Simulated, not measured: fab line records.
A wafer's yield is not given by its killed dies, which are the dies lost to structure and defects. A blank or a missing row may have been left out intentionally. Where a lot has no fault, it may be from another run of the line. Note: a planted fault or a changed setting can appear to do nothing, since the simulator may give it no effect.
8D (eight disciplines) problem report, filled in by code | flow sky130 | the parts of the form that need people (team, actions taken, sign-off) are left out

## 1. THE ISSUE
SD_N_RS at SKY_SD_N_RS_MEAS_16 reads a mean of 72.22 ohm/sq on 6 wafers of 2 lots; wafers without a fault read 68.56 ohm/sq with a standard deviation of 0.15. Measured from the usual mean, that is +24 standard deviations.
The step: measures by four-point-probe.
Earliest sighting: wafer L559.2 on filmMetro-04 at day 32 01:13. Wafers with a number at this step in the record: 33, from 11 lots. The rule behind "out" and "out of limits": a value lying over 4 standard deviations away from the usual mean. All remaining wafers that have a number are taken as sound.

## 2. WHAT IT IS AND WHAT IT IS NOT
question                    | is                         | is not
which readings at this step | SD_N_RS                    | -
which lots                  | L559, L561                 | L548, L550, L551, L552, L554, L555, L568, L569, L570
which wafers of those lots  | all that have a number     | -
read on which gauges        | filmMetro-03, filmMetro-04 | filmMetro-01
when                        | from day 32 01:13          | up to then (18 sound wafers); but 9 sound wafers of L568, L569, L570 came after

## 3. THE SUSPECTS, EACH WITH WHAT RULES IT OUT
Counting: a tool stays on the suspect list if, at a process step up to the reading, it processed all lots that are out and no sound lot following the first of them.
- the gauge at SKY_SD_N_RS_MEAS_16 has been ruled out. The wafers that are out were read on 2 gauges (filmMetro-03, filmMetro-04).
- rtpAnneal-02 at SKY_SD_N_RTA_14 (time 2 s): ruled out as a lasting fault. The sound lots L569 went through it after L559, its earliest lot that is out (day 32 01:02).
Left after counting: nothing in the record.

## 4. THE CAUSE (what the simulator had put in)
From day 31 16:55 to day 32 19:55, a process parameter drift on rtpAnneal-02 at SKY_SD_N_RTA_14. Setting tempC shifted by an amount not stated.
The count ruled it out by mistake, since the rule takes a fault to strike every lot its tool runs from the start of the fault on, and this one did not do so.

## 5. SEQUENCE OF EFFECTS, ordered by route
Each row: a reading where the mean over the struck wafers with a number is more than 3 standard deviations away from the usual. Only readings whose record carries a usual standard deviation are examined. hours: median over the lots of the time between each lot's start at the first step of this table that gives one and its start at this step. sigmas: the change, counted in usual standard deviations.
hours | step                | reading          | usual        | on struck wafers | change | sigmas
0     | SKY_SD_N_RTA_14     | lampPowerPct     | 15.74 %      | 15.11            | -0.63  | -12
0     | SKY_SD_N_RTA_14     | wafer_temp_C_max | 1078.1       | 1053.9           | -24.2  | -17
0     | SKY_SD_N_RS_MEAS_16 | SD_N_RS          | 68.56 ohm/sq | 72.22            | +3.66  | +24
0     | SKY_SD_N_RS_MEAS_17 | SD_P_RS          | 147.1 ohm/sq | 168.4            | +21.3  | +56
The process steps in it:
- SKY_SD_N_RTA_14: time 2 s.
At these later measuring or inspecting steps, every struck wafer for which the step has a row has a number for every such reading, and none has moved that far: SKY_LI_CONTACT_THK_MEAS_23.

## 6. WHAT WOULD HAVE CAUGHT IT SOONER
8 hours passed between the start of the fault at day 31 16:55 and the first reading out of limits at a measuring or inspecting step in this record, taken at day 32 01:13.
Tool's own readings at SKY_SD_N_RTA_14, lampPowerPct, wafer_temp_C_max: out on all struck wafers the step has rows for; an alarm limit on them would have tripped on the first.
